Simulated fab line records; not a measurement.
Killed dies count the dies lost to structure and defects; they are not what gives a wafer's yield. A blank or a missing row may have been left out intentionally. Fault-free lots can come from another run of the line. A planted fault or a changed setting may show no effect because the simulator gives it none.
fab line records	flow sky130
[record] lots = 14	wafers = 42	last_day = 50
route steps=708 shown SONOS_ONO@169 GATE_OXIDE@199 RES_PROTECT@215 PAD_OPEN@708
lots untouched by any fault: they come from a run of this same line in which no faults occurred
start_h: the number of hours between the record's first day and the start of the first shown wafer of the lot	wait_h: hours from the lot's prior step to this one	" same as the row above	L1.1+2: a single row standing in for several wafers	- no value present, or no start provided	* or withheld: withheld	< > ~ a bound
route shown NAME@n: NAME is a module with steps in the file, n the number in the route of the first one	usual: mean/standard deviation taken from wafers without a fault	same: alike in all rows	chamber/n: place in a boat	sites: the reading at each site	_std_site: the standard deviation of these	_edge_site: outer sites' mean less inner sites'	radius_mm: for every site, how far away it sits from the centre of the wafer	mask NAME#n: copy n	behind: tool/chamber where the wafer was last shaped	hold: why the lot was held/for how many hours/how that ended	device: the transistor (n, p or np) that didn't switch	end of line: the route-end tests of the same wafers	for a step that has no rows: nothing shown but its recipe	killed: not the wafer's yield, but the dies lost to structure and defects at the first sort	map: per-die view of a wafer (x killed, . not killed, _ where there is no die)
set.NAME: the run value of the setting; set.NAME@STEP: its run value at that earlier step	model.NAME: the simulator's own value behind a step, which no gauge read
one table for each step of the route and one row for each wafer, over a sample of lots
services: when a tool's chamber went out of use (start_h, in hours from the record's first day, below 0 if earlier), for how many hours, and the reason
[[steps]]
[step SKY_SONOS_ONO_THK_MEAS_01]
[recipe] reads = SiO2_of_SONOS_ONO_OXIDATION_00
[usual] SONOS_ONO_OXIDATION_THK = 2.60/0.057
lot.wafer	tool	chamber	start_h	wait_h	SONOS_ONO_OXIDATION_THK[nm]
L970.3	film_metro-04	-	252.01	0.0	2.58
L970.4	"	-	"	"	2.61
L970.5	"	-	"	"	2.64
L972.1	film_metro-03	-	266.61	0.0	2.61
L972.2	"	-	"	"	2.61
L972.4	"	-	"	"	2.64
L975.1	film_metro-02	-	294.55	0.0	2.65
L975.2	"	-	"	"	2.66
L975.4	"	-	"	"	2.57
L976.1	film_metro-03	-	294.55	0.0	2.55
L976.2	"	-	"	"	2.65
L976.6	"	-	"	"	2.55
L978.2	film_metro-02	-	317.23	0.0	2.65
L978.4	"	-	"	"	2.55
L978.6	"	-	"	"	2.57
L979.1	film_metro-04	-	322.22	0.0	2.71
L979.2	"	-	"	"	2.63
L979.3	"	-	"	"	2.63
L980.2	film_metro-02	-	328.84	0.0	2.61
L980.3	"	-	"	"	2.56
L980.4	"	-	"	"	2.60
L981.1	film_metro-04	-	390.70	0.0	2.68
L981.2	"	-	"	"	2.58
L981.5	"	-	"	"	2.59
L982.1	film_metro-03	-	394.72	0.0	2.66
L982.2	"	-	"	"	2.63
L982.3	"	-	"	"	2.66
L984.2	film_metro-02	-	394.73	0.0	2.58
L984.3	"	-	"	"	2.57
L984.6	"	-	"	"	2.56
L983.1	film_metro-04	-	397.24	0.0	2.60
L983.3	"	-	"	"	2.63
L983.6	"	-	"	"	2.72
L986.1	film_metro-02	-	397.24	0.0	2.63
L986.3	"	-	"	"	2.65
L986.5	"	-	"	"	2.68
L990.1	film_metro-02	-	417.72	0.0	2.59
L990.2	"	-	"	"	2.52
L990.5	"	-	"	"	2.66
L992.4	film_metro-02	-	437.12	0.0	2.63
L992.5	"	-	"	"	2.68
L992.6	"	-	"	"	2.66
[step SKY_GATE_OXIDE_WET_ETCH_12]
[recipe] chemistry = dHF	target_depth_nm = 16.8	dry = n2_spin	target = SiO2	dilution = 100:1	temp_c = 25	time_s = 336
[usual] run_length_s = 364/3
lot.wafer	tool	chamber	start_h	wait_h	run_length_s
L970.3	wet_bench-01	0	308.08	0.1	363
L970.4	"	0	"	"	363
L970.5	"	0	"	"	363
L972.1	wet_bench-01	0	321.08	0.1	363
L972.2	"	0	"	"	363
L972.4	"	0	"	"	363
L975.1	wet_bench-01	1	352.38	0.1	362
L975.2	"	1	"	"	362
L975.4	"	1	"	"	362
L976.1	wet_bench-04	1	353.14	0.1	361
L976.2	"	1	"	"	361
L976.6	"	1	"	"	361
L978.2	wet_bench-01	2	378.79	0.1	368
L978.4	"	2	"	"	368
L978.6	"	2	"	"	368
L979.1	wet_bench-04	1	387.49	0.1	361
L979.2	"	1	"	"	361
L979.3	"	1	"	"	361
L980.2	wet_bench-04	3	395.63	0.1	361
L980.3	"	3	"	"	361
L980.4	"	3	"	"	361
L981.1	wet_bench-04	2	457.89	0.1	186
L981.2	"	2	"	"	186
L981.5	"	2	"	"	186
L982.1	wet_bench-01	1	460.77	0.1	361
L982.2	"	1	"	"	361
L982.3	"	1	"	"	361
L984.2	wet_bench-03	1	462.69	0.1	363
L984.3	"	1	"	"	363
L984.6	"	1	"	"	363
L983.1	wet_bench-01	1	464.92	0.1	362
L983.3	"	1	"	"	362
L983.6	"	1	"	"	362
L986.1	wet_bench-04	3	465.12	0.1	186
L986.3	"	3	"	"	186
L986.5	"	3	"	"	186
L990.1	wet_bench-01	0	484.44	0.1	363
L990.2	"	0	"	"	363
L990.5	"	0	"	"	363
L992.4	wet_bench-01	0	506.07	0.1	364
L992.5	"	0	"	"	364
L992.6	"	0	"	"	364
[step SKY_GATE_OXIDE_TW_MEAS_14]
[usual] GATE_OXIDE_TW = 227.1/2.9
lot.wafer	tool	chamber	start_h	wait_h	GATE_OXIDE_TW
L970.3	film_metro-04	-	308.30	0.1	231.4
L970.4	"	-	"	"	232.1
L970.5	"	-	"	"	230.3
L972.1	film_metro-01	-	321.28	0.1	225.5
L972.2	"	-	"	"	224.5
L972.4	"	-	"	"	224.7
L975.1	film_metro-04	-	352.58	0.1	229.1
L975.2	"	-	"	"	228.7
L975.4	"	-	"	"	230.5
L976.1	film_metro-02	-	353.34	0.1	223.3
L976.2	"	-	"	"	223.0
L976.6	"	-	"	"	224.3
L978.2	film_metro-01	-	379.12	0.1	224.4
L978.4	"	-	"	"	224.2
L978.6	"	-	"	"	222.9
L979.1	film_metro-04	-	387.69	0.1	229.6
L979.2	"	-	"	"	229.6
L979.3	"	-	"	"	231.0
L980.2	film_metro-04	-	395.84	0.1	230.7
L980.3	"	-	"	"	231.0
L980.4	"	-	"	"	230.5
L981.1	film_metro-01	-	458.19	0.1	229.0
L981.2	"	-	"	"	227.9
L981.5	"	-	"	"	227.8
L982.1	film_metro-01	-	460.97	0.1	228.9
L982.2	"	-	"	"	228.2
L982.3	"	-	"	"	227.5
L984.2	film_metro-04	-	462.90	0.1	229.9
L984.3	"	-	"	"	230.1
L984.6	"	-	"	"	229.5
L983.1	film_metro-02	-	465.12	0.1	224.6
L983.3	"	-	"	"	225.6
L983.6	"	-	"	"	225.5
L986.1	film_metro-02	-	465.34	0.1	225.0
L986.3	"	-	"	"	226.3
L986.5	"	-	"	"	224.9
L990.1	film_metro-01	-	484.64	0.1	226.3
L990.2	"	-	"	"	228.1
L990.5	"	-	"	"	225.9
L992.4	film_metro-02	-	506.31	0.1	225.9
L992.5	"	-	"	"	226.3
L992.6	"	-	"	"	224.7
[step SKY_RES_PROTECT_TW_MEAS_08]
[usual] POLY_GATE_TW = 4050/37
lot.wafer	tool	chamber	start_h	wait_h	POLY_GATE_TW
L970.3	film_metro-03	-	336.86	0.1	3995
L970.4	"	-	"	"	4004
L970.5	"	-	"	"	4004
L972.1	film_metro-01	-	352.90	0.1	4092
L972.2	"	-	"	"	4101
L972.4	"	-	"	"	4077
L976.1	film_metro-02	-	384.35	0.1	4045
L976.2	"	-	"	"	4038
L976.6	"	-	"	"	4032
L975.1	film_metro-01	-	384.65	0.1	4105
L975.2	"	-	"	"	4110
L975.4	"	-	"	"	4109
L978.2	film_metro-03	-	410.56	0.1	4023
L978.4	"	-	"	"	4005
L978.6	"	-	"	"	4000
L979.1	film_metro-02	-	420.85	0.1	4047
L979.2	"	-	"	"	4053
L979.3	"	-	"	"	4037
L980.2	film_metro-01	-	430.25	0.1	4090
L980.3	"	-	"	"	4082
L980.4	"	-	"	"	4081
L982.1	film_metro-02	-	494.90	0.1	4056
L982.2	"	-	"	"	4057
L982.3	"	-	"	"	4056
L983.1	film_metro-01	-	498.55	0.1	4085
L983.3	"	-	"	"	4118
L983.6	"	-	"	"	4108
L984.2	film_metro-02	-	498.86	0.1	4038
L984.3	"	-	"	"	4055
L984.6	"	-	"	"	4038
L990.1	film_metro-02	-	518.64	0.1	4058
L990.2	"	-	"	"	4052
L990.5	"	-	"	"	4026
L992.4	film_metro-03	-	539.78	0.1	4030
L992.5	"	-	"	"	4013
L992.6	"	-	"	"	4001
[step SKY_PAD_OPEN_PROBE_99]
[usual] killed_at_M0_to_M3 = 43/7.3	killed_at_M4_up = 3.4/1.7	killed_at_contacts = 24/4.5	killed_at_front_end = 16/4.4	killed_at_other = 0.2/0.51	killed_dies = 86/9.7	killed_on_rim = 17/3.7	killed_open = 46/6.6	killed_short = 39/7.1
[same] gross_dies = 492	killed_at_back_side = 0
lot.wafer	tool	chamber	start_h	wait_h	hold	killed_at_M0_to_M3	killed_at_M4_up	killed_at_contacts	killed_at_front_end	killed_at_other	killed_dies	killed_on_rim	killed_open	killed_short
L970.3	prober-02	-	1077.65	0.2	-	41	2	25	11	0	79	12	43	36
L970.4	prober-02	-	1077.70	0.2	-	48	3	20	16	0	87	17	48	39
L970.5	prober-02	-	1077.75	0.2	-	34	5	41	15	0	95	23	60	35
L972.1	prober-01	-	1082.97	0.1	-	55	2	27	13	0	97	13	53	44
L972.2	prober-01	-	1083.02	0.1	-	55	1	22	15	0	93	18	52	41
L972.4	prober-01	-	1083.12	0.2	-	53	4	32	12	1	102	21	54	48
L976.1	prober-01	-	1106.73	0.1	-	51	3	22	7	0	83	21	45	38
L976.2	prober-01	-	1106.78	0.1	-	44	6	26	11	0	87	21	52	35
L976.6	prober-01	-	1106.98	0.2	-	47	7	21	23	0	98	24	59	39
L975.1	prober-01	-	1109.56	0.1	-	45	2	31	18	3	99	19	51	48
L975.2	prober-01	-	1109.61	0.1	-	34	1	16	20	0	71	9	44	27
L975.4	prober-01	-	1109.71	0.2	-	51	3	28	14	0	96	19	54	42
L978.2	prober-01	-	1124.21	0.1	-	50	4	24	23	1	102	20	48	54
L978.4	prober-01	-	1124.31	0.2	-	59	2	20	14	0	95	22	48	47
L978.6	prober-01	-	1124.41	0.2	-	41	2	27	18	0	88	19	46	42
L979.1	prober-01	-	1129.91	0.1	-	47	2	20	12	0	81	11	50	31
L979.2	prober-01	-	1129.96	0.1	-	38	3	17	11	0	69	15	38	31
L979.3	prober-01	-	1130.01	0.2	-	40	2	27	15	0	84	17	37	47
L980.2	prober-01	-	1139.22	0.1	-	37	6	20	19	0	82	13	38	43
L980.3	prober-01	-	1139.27	0.2	-	34	2	26	14	0	76	20	46	30
L980.4	prober-01	-	1139.32	0.2	-	39	4	26	19	0	88	18	50	38
L981.1	prober-01	-	1175.43	0.1	await_dispo/4.6h/scrap	40	3	24	425	0	492	96	39	40
L981.2	prober-01	-	1175.48	0.1	await_dispo/4.6h/scrap	37	2	34	418	1	492	96	44	46
L981.5	prober-01	-	1175.63	0.2	await_dispo/4.6h/scrap	36	2	27	426	1	492	96	36	42
L983.1	prober-01	-	1178.96	0.1	-	55	4	26	19	0	104	21	52	49
L983.3	prober-01	-	1179.06	0.2	-	50	8	28	22	0	108	20	58	48
L983.6	prober-01	-	1179.21	0.2	-	45	8	26	17	0	96	17	44	51
L982.1	prober-01	-	1180.46	0.1	-	49	3	14	23	1	90	17	44	46
L982.2	prober-01	-	1180.51	0.1	-	40	1	20	18	0	79	14	44	35
L982.3	prober-01	-	1180.56	0.2	-	59	1	20	18	0	98	18	51	47
L984.2	prober-01	-	1182.01	0.1	-	55	9	22	18	0	104	20	45	59
L984.3	prober-01	-	1182.06	0.2	-	48	6	28	14	1	97	19	59	38
L984.6	prober-01	-	1182.21	0.2	-	48	1	14	13	0	76	12	33	43
L986.1	prober-01	-	1183.03	0.1	await_dispo/3.5h/scrap	44	4	26	417	1	492	96	37	48
L986.3	prober-01	-	1183.13	0.2	await_dispo/3.5h/scrap	44	3	23	421	1	492	96	39	44
L986.5	prober-01	-	1183.23	0.2	await_dispo/3.5h/scrap	38	2	28	424	0	492	96	49	33
L990.1	prober-01	-	1191.20	0.2	-	31	3	19	12	0	65	12	38	27
L990.2	prober-01	-	1191.25	0.2	-	33	7	29	14	1	84	14	47	37
L990.5	prober-01	-	1191.40	0.3	-	33	1	22	16	0	72	14	41	31
L992.4	prober-01	-	1203.20	0.2	-	49	3	22	11	0	85	16	48	37
L992.5	prober-01	-	1203.25	0.2	-	36	3	25	16	0	80	19	42	37
L992.6	prober-01	-	1203.30	0.2	-	43	2	15	21	0	81	18	45	35
// killed by level:class
L970.3 CONTACT:geometric_particle:short=9 VIA1:geometric_particle:open=9 VIA2:geometric_particle:open=7 VIA3:geometric_particle:open=7 LOCAL_INTERCONNECT:geometric_particle:short=6 CONTACT:geometric_particle:open=5 METAL1:geometric_particle:short=5 FIELD_ISO:geometric_particle:open=4
L970.4 VIA1:geometric_particle:open=12 CONTACT:geometric_particle:open=9 METAL2:geometric_particle:short=8 VIA3:geometric_particle:open=6 METAL1:geometric_particle:short=5 CONTACT:geometric_particle:short=5 VIA1:geometric_particle:short=5 VIA2:geometric_particle:open=5
L970.5 CONTACT:geometric_particle:open=15 LI_CONTACT:geometric_particle:open=12 VIA1:geometric_particle:open=9 CONTACT:geometric_particle:short=6 VIA2:geometric_particle:open=6 LI_CONTACT:geometric_particle:short=5 FIELD_ISO:geometric_particle:open=4 METAL2:geometric_particle:short=4
L972.1 VIA1:geometric_particle:open=15 LI_CONTACT:geometric_particle:open=11 CONTACT:geometric_particle:open=10 METAL2:geometric_particle:short=9 VIA1:geometric_particle:short=7 VIA3:geometric_particle:open=6 POLY_GATE:geometric_particle:short=5 METAL1:geometric_particle:short=5
L972.2 VIA1:geometric_particle:open=16 CONTACT:geometric_particle:open=11 VIA2:geometric_particle:open=10 VIA1:geometric_particle:short=9 VIA3:geometric_particle:open=5 POLY_GATE:geometric_particle:short=4 LI_CONTACT:geometric_particle:open=4 CONTACT:geometric_particle:short=4
L972.4 VIA2:geometric_particle:open=15 VIA1:geometric_particle:open=12 LI_CONTACT:geometric_particle:open=9 VIA1:geometric_particle:short=8 CONTACT:geometric_particle:short=6 LI_CONTACT:geometric_particle:short=6 POLY_GATE:geometric_particle:short=5 CONTACT:geometric_particle:open=5
L976.1 VIA1:geometric_particle:open=12 CONTACT:geometric_particle:open=9 VIA3:geometric_particle:open=8 VIA2:geometric_particle:open=7 METAL2:geometric_particle:short=6 LI_CONTACT:geometric_particle:open=5 METAL1:geometric_particle:short=5 LI_CONTACT:geometric_particle:short=4
L976.2 CONTACT:geometric_particle:open=11 VIA2:geometric_particle:open=11 VIA1:geometric_particle:open=10 VIA1:geometric_particle:short=7 LI_CONTACT:geometric_particle:open=6 LOCAL_INTERCONNECT:geometric_particle:short=5 METAL1:geometric_particle:short=4 VIA3:geometric_particle:open=4
L976.6 VIA2:geometric_particle:open=11 VIA1:geometric_particle:open=11 CONTACT:geometric_particle:open=9 VIA3:geometric_particle:open=7 METAL4:geometric_particle:short=6 FIELD_ISO:geometric_particle:open=5 METAL3:geometric_particle:short=5 SPACER:geometric_particle:open=4
L975.1 CONTACT:geometric_particle:open=14 VIA2:geometric_particle:open=11 METAL2:geometric_particle:short=8 LI_CONTACT:geometric_particle:open=6 VIA1:geometric_particle:open=6 LOCAL_INTERCONNECT:geometric_particle:short=5 CONTACT:geometric_particle:short=5 FIELD_ISO:geometric_particle:open=4
L975.2 VIA2:geometric_particle:open=9 FIELD_ISO:geometric_particle:short=8 CONTACT:geometric_particle:open=8 FIELD_ISO:geometric_particle:open=5 VIA1:geometric_particle:open=5 LI_CONTACT:geometric_particle:open=4 VIA3:geometric_particle:short=4 POLY_GATE:geometric_particle:open=3
L975.4 VIA1:geometric_particle:open=10 VIA2:geometric_particle:open=10 VIA1:geometric_particle:short=9 CONTACT:geometric_particle:open=8 LI_CONTACT:geometric_particle:open=7 METAL2:geometric_particle:short=6 LI_CONTACT:geometric_particle:short=5 CONTACT:geometric_particle:short=5
L978.2 POLY_GATE:geometric_particle:short=11 VIA2:geometric_particle:open=10 VIA1:geometric_particle:short=8 VIA1:geometric_particle:open=8 CONTACT:geometric_particle:open=7 LI_CONTACT:geometric_particle:open=6 FIELD_ISO:geometric_particle:short=5 LI_CONTACT:geometric_particle:short=5
L978.4 VIA1:geometric_particle:open=12 VIA3:geometric_particle:open=10 VIA2:geometric_particle:short=9 LI_CONTACT:geometric_particle:open=8 VIA1:geometric_particle:short=8 VIA2:geometric_particle:open=7 METAL1:geometric_particle:short=5 FIELD_ISO:geometric_particle:open=4
L978.6 CONTACT:geometric_particle:open=9 VIA2:geometric_particle:open=8 CONTACT:geometric_particle:short=7 VIA1:geometric_particle:open=7 POLY_GATE:geometric_particle:short=6 METAL1:geometric_particle:short=6 VIA1:geometric_particle:short=6 VIA3:geometric_particle:open=5
L979.1 VIA1:geometric_particle:open=17 METAL2:geometric_particle:short=8 CONTACT:geometric_particle:open=8 VIA3:geometric_particle:open=8 LI_CONTACT:geometric_particle:open=6 VIA1:geometric_particle:short=5 METAL1:geometric_particle:short=4 FIELD_ISO:geometric_particle:short=3
L979.2 VIA1:geometric_particle:open=9 VIA3:geometric_particle:open=8 CONTACT:geometric_particle:short=6 CONTACT:geometric_particle:open=5 VIA1:geometric_particle:short=5 FIELD_ISO:geometric_particle:short=4 LI_CONTACT:geometric_particle:open=4 METAL1:geometric_particle:short=4
L979.3 VIA1:geometric_particle:open=12 FIELD_ISO:geometric_particle:short=8 CONTACT:geometric_particle:short=6 LI_CONTACT:geometric_particle:open=5 LI_CONTACT:geometric_particle:short=5 VIA3:geometric_particle:open=5 VIA2:geometric_particle:short=5 LOCAL_INTERCONNECT:geometric_particle:short=5
L980.2 VIA2:geometric_particle:open=8 LI_CONTACT:geometric_particle:open=7 VIA3:geometric_particle:open=7 FIELD_ISO:geometric_particle:short=6 METAL1:geometric_particle:short=6 POLY_GATE:geometric_particle:short=5 CONTACT:geometric_particle:open=5 METAL2:geometric_particle:short=5
L980.3 CONTACT:geometric_particle:open=9 VIA1:geometric_particle:open=9 LI_CONTACT:geometric_particle:open=7 CONTACT:geometric_particle:short=6 VIA2:geometric_particle:open=6 VIA3:geometric_particle:open=6 POLY_GATE:geometric_particle:short=4 METAL2:geometric_particle:short=4
L980.4 VIA1:geometric_particle:open=14 CONTACT:geometric_particle:open=10 CONTACT:geometric_particle:short=6 VIA3:geometric_particle:open=6 FIELD_ISO:geometric_particle:short=5 FIELD_ISO:geometric_particle:open=5 POLY_GATE:geometric_particle:short=5 VIA3:geometric_particle:short=5
L981.1 GATE_OXIDE:area_etch=412 CONTACT:geometric_particle:open=10 VIA1:geometric_particle:open=9 METAL1:geometric_particle:short=7 METAL2:geometric_particle:short=7 LI_CONTACT:geometric_particle:open=5 VIA2:geometric_particle:open=5 POLY_GATE:geometric_particle:short=4
L981.2 GATE_OXIDE:area_etch=401 CONTACT:geometric_particle:open=8 VIA1:geometric_particle:open=8 LOCAL_INTERCONNECT:geometric_particle:short=7 CONTACT:geometric_particle:short=7 METAL2:geometric_particle:short=6 POLY_GATE:geometric_particle:short=5 LI_CONTACT:geometric_particle:open=5
L981.5 GATE_OXIDE:area_etch=413 CONTACT:geometric_particle:open=10 CONTACT:geometric_particle:short=8 METAL2:geometric_particle:short=8 METAL3:geometric_particle:short=7 LI_CONTACT:geometric_particle:open=6 VIA3:geometric_particle:open=5 POLY_GATE:geometric_particle:short=4
L983.1 VIA1:geometric_particle:open=12 CONTACT:geometric_particle:open=11 VIA2:geometric_particle:open=10 FIELD_ISO:geometric_particle:short=9 METAL2:geometric_particle:short=9 VIA1:geometric_particle:short=8 LI_CONTACT:geometric_particle:open=6 LI_CONTACT:geometric_particle:short=6
L983.3 VIA1:geometric_particle:open=12 CONTACT:geometric_particle:open=10 LI_CONTACT:geometric_particle:open=9 METAL4:geometric_particle:short=7 VIA3:geometric_particle:open=6 VIA2:geometric_particle:open=6 FIELD_ISO:geometric_particle:open=5 POLY_GATE:geometric_particle:open=5
L983.6 VIA2:geometric_particle:open=8 VIA1:geometric_particle:short=8 METAL1:geometric_particle:short=7 VIA1:geometric_particle:open=7 CONTACT:geometric_particle:open=7 LOCAL_INTERCONNECT:geometric_particle:short=6 FIELD_ISO:geometric_particle:short=5 CONTACT:geometric_particle:short=5
L982.1 FIELD_ISO:geometric_particle:open=9 VIA1:geometric_particle:open=7 VIA1:geometric_particle:short=7 VIA2:geometric_particle:open=7 VIA3:geometric_particle:open=6 LI_CONTACT:geometric_particle:open=5 VIA2:geometric_particle:short=5 METAL3:geometric_particle:short=5
L982.2 VIA1:geometric_particle:open=10 FIELD_ISO:geometric_particle:open=9 CONTACT:geometric_particle:open=9 METAL2:geometric_particle:short=7 FIELD_ISO:geometric_particle:short=6 VIA2:geometric_particle:open=6 LI_CONTACT:geometric_particle:open=4 VIA2:geometric_particle:short=4
L982.3 VIA1:geometric_particle:open=20 METAL1:geometric_particle:short=8 LI_CONTACT:geometric_particle:open=7 CONTACT:geometric_particle:short=7 VIA2:geometric_particle:open=5 VIA3:geometric_particle:open=5 POLY_GATE:geometric_particle:open=4 METAL2:geometric_particle:short=4
L984.2 VIA1:geometric_particle:open=18 METAL2:geometric_particle:short=11 VIA1:geometric_particle:short=8 POLY_GATE:geometric_particle:short=7 METAL4:geometric_particle:short=7 LOCAL_INTERCONNECT:geometric_particle:short=5 LI_CONTACT:geometric_particle:open=4 CONTACT:geometric_particle:open=4
L984.3 VIA1:geometric_particle:open=13 CONTACT:geometric_particle:open=12 VIA3:geometric_particle:open=10 VIA1:geometric_particle:short=6 CONTACT:geometric_particle:short=5 METAL4:geometric_particle:short=5 LOCAL_INTERCONNECT:geometric_particle:short=4 POLY_GATE:geometric_particle:open=3
L984.6 METAL1:geometric_particle:short=9 METAL2:geometric_particle:short=8 VIA1:geometric_particle:short=7 VIA2:geometric_particle:open=7 CONTACT:geometric_particle:short=5 VIA1:geometric_particle:open=5 SPACER:geometric_particle:open=4 CONTACT:geometric_particle:open=4
L986.1 GATE_OXIDE:area_etch=407 VIA1:geometric_particle:open=9 VIA1:geometric_particle:short=8 LI_CONTACT:geometric_particle:short=7 LOCAL_INTERCONNECT:geometric_particle:short=6 CONTACT:geometric_particle:open=6 METAL2:geometric_particle:short=5 LI_CONTACT:geometric_particle:open=4
L986.3 GATE_OXIDE:area_etch=409 CONTACT:geometric_particle:open=12 METAL2:geometric_particle:short=9 VIA1:geometric_particle:open=8 METAL1:geometric_particle:short=7 VIA3:geometric_particle:open=7 FIELD_ISO:geometric_particle:short=5 LOCAL_INTERCONNECT:geometric_particle:short=4
L986.5 GATE_OXIDE:area_etch=410 VIA1:geometric_particle:open=12 LI_CONTACT:geometric_particle:open=9 VIA1:geometric_particle:short=7 VIA3:geometric_particle:open=7 CONTACT:geometric_particle:open=6 CONTACT:geometric_particle:short=5 METAL2:geometric_particle:short=5
L990.1 CONTACT:geometric_particle:open=10 VIA1:geometric_particle:open=7 LI_CONTACT:geometric_particle:open=4 METAL1:geometric_particle:short=4 METAL2:geometric_particle:short=4 VIA3:geometric_particle:open=4 VIA2:geometric_particle:open=4 POLY_GATE:geometric_particle:short=3
L990.2 CONTACT:geometric_particle:open=14 VIA2:geometric_particle:open=8 POLY_GATE:geometric_particle:short=5 VIA3:geometric_particle:open=5 VIA1:geometric_particle:open=5 VIA2:geometric_particle:short=4 METAL4:geometric_particle:short=4 LI_CONTACT:geometric_particle:short=4
L990.5 CONTACT:geometric_particle:open=10 VIA1:geometric_particle:open=8 CONTACT:geometric_particle:short=6 METAL2:geometric_particle:short=6 POLY_GATE:geometric_particle:open=5 VIA2:geometric_particle:short=5 METAL1:geometric_particle:short=4 VIA3:geometric_particle:open=4
L992.4 VIA1:geometric_particle:open=11 LI_CONTACT:geometric_particle:open=8 METAL2:geometric_particle:short=8 METAL1:geometric_particle:short=8 CONTACT:geometric_particle:open=7 VIA3:geometric_particle:open=6 FIELD_ISO:geometric_particle:open=4 VIA2:geometric_particle:short=4
L992.5 VIA1:geometric_particle:open=11 FIELD_ISO:geometric_particle:open=7 LOCAL_INTERCONNECT:geometric_particle:short=6 CONTACT:geometric_particle:open=6 VIA2:geometric_particle:open=5 LI_CONTACT:geometric_particle:open=5 POLY_GATE:geometric_particle:short=4 METAL1:geometric_particle:short=4
L992.6 VIA1:geometric_particle:open=14 VIA1:geometric_particle:short=8 METAL2:geometric_particle:short=8 FIELD_ISO:geometric_particle:short=6 POLY_GATE:geometric_particle:open=5 CONTACT:geometric_particle:open=5 LI_CONTACT:geometric_particle:open=4 VIA3:geometric_particle:open=4
[[services]]
tool	chamber	start_h	hours	kind
wet_bench-01	-	460.91	3.2	repair
[[key]]
[first_sign] step = SKY_GATE_OXIDE_WET_ETCH_12	reading = run_length_s	direction = down	sigmas = 58	usual = *	struck = *
[effect] step = SKY_PAD_OPEN_PROBE_99	reading = killed_at_front_end	direction = up	sigmas = 93	usual = 16	struck = 422
[more_kills_born_at] SKY_GATE_OXIDE_WET_ETCH_12@wet_bench-04 = 2452
met_at SKY_GATE_OXIDE_WET_ETCH_12
struck_lots L981,L986
later_rows_left_out L981.1,L981.2,L981.5,L986.1,L986.3,L986.5
tester_left_out L981,L986
not_acting_at SKY_SONOS_ONO_THK_MEAS_01,SKY_GATE_OXIDE_TW_MEAS_14,SKY_RES_PROTECT_TW_MEAS_08
onset_between 395.63 457.89
[fault] kind = process_parameter_drift	tool = wet_bench-04	chamber = -	onset_h = 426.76	steps = SKY_GATE_OXIDE_WET_ETCH_12	channel = time_s	offset = *	shape = step	end_h = 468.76	acts_in = *	stated = *
// tester_left_out: of these lots the tester's yield and bins aren't shown, on N5 and GAA mostly nor the transistor test; their killed dies are dies lost to structure and defects alone, not to doping, threshold or leakage, so they don't give the yield
// later_rows_left_out: the simulator's readings of these wafers behind a module that went badly wrong aren't trusted and aren't shown, but for the sort
